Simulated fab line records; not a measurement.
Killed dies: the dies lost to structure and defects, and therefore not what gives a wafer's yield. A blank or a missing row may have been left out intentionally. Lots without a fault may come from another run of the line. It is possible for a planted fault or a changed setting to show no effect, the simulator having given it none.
One fault through the eyes of 2 desks    flow sky130    only its own numbers are on each desk; what lay behind them is given at the end

## THE METROLOGY DESK
What the gauges read for every lot (on any tool): the sampled wafers with a number, averaged. Any lot whose mean is over 4 standard deviations away from the usual mean is out of limits and marked OUT; that distance is given in the brackets.
Columns: A = cd_nm at SKY_CONTACT_CD_MEAS_14, usual 170.7 nm; B = CONTACT_OVL at SKY_CONTACT_OVL_MEAS_15, usual -1 nm
lot   first seen here  A      B
L642  day 32 09:44     171.9  1
L643  day 32 18:47     170.5  -3
L644  day 33 03:14     172.0  -8
L645  day 33 07:27     168.2  -4
L646  day 33 21:50     170.9  -6
L647  day 33 23:40     172.4  0
L649  day 34 12:08     170.8  -7
L651  day 35 00:46     168.6  3
L652  day 35 10:22     169.1  0
L653  day 36 00:37     171.9  5
L656  day 36 17:56     170.2  -0
L657  day 37 01:00     169.8  -7
L663  day 38 15:29     169.6  1
L664  day 38 22:54     171.2  0
This desk's verdict: no lot among the 14 shows anything out of limits.

## THE TOOL OWNER'S DESK: implanter-04
For each lot that ran on this tool, the mean over its sampled wafers that have a number, from the tool's own readings at SKY_PWDE_IMPLANT_08. Any lot whose mean is over 4 standard deviations away from the usual mean is out of limits and marked OUT; that distance is given in the brackets.
Columns: A = beam_energy_keV at SKY_PWDE_IMPLANT_08, usual 150.01
lot   first seen here  A
L642  day 4 05:44      150.03
L643  day 4 07:12      150.02
L645  day 4 20:30      150.04
L646  day 5 02:39      150.03
L653  day 6 20:40      150.05
L657  day 7 16:00      150.02
L663  day 9 00:37      139.62 (-99 or more) OUT
L664  day 9 05:46      139.60 (-99 or more) OUT
This desk's finding: out of limits on L663, L664; first on L663, day 9 00:37 (beam_energy_keV at SKY_PWDE_IMPLANT_08). In limits: L642, L643, L645, L646, L653, L657.

## PUT TOGETHER
At day 9 00:37, on L663, L664, the tool owner's desk was in a position to raise an alarm.
From the metrology desk's view, nothing was out of limits.
The metrology desk holds a record of L663, L664, inside its limits.
All the named lots went through SKY_PWDE_IMPLANT_08 on implanter-04.

## WHAT THE SIMULATOR PUT IN
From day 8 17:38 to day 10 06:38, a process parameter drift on implanter-04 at SKY_PWDE_IMPLANT_08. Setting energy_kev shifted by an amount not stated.
Shown lots that were struck: L663, L664.
Each desk's first reading out of limits, in hours after the fault started: the tool owner's desk, 7.
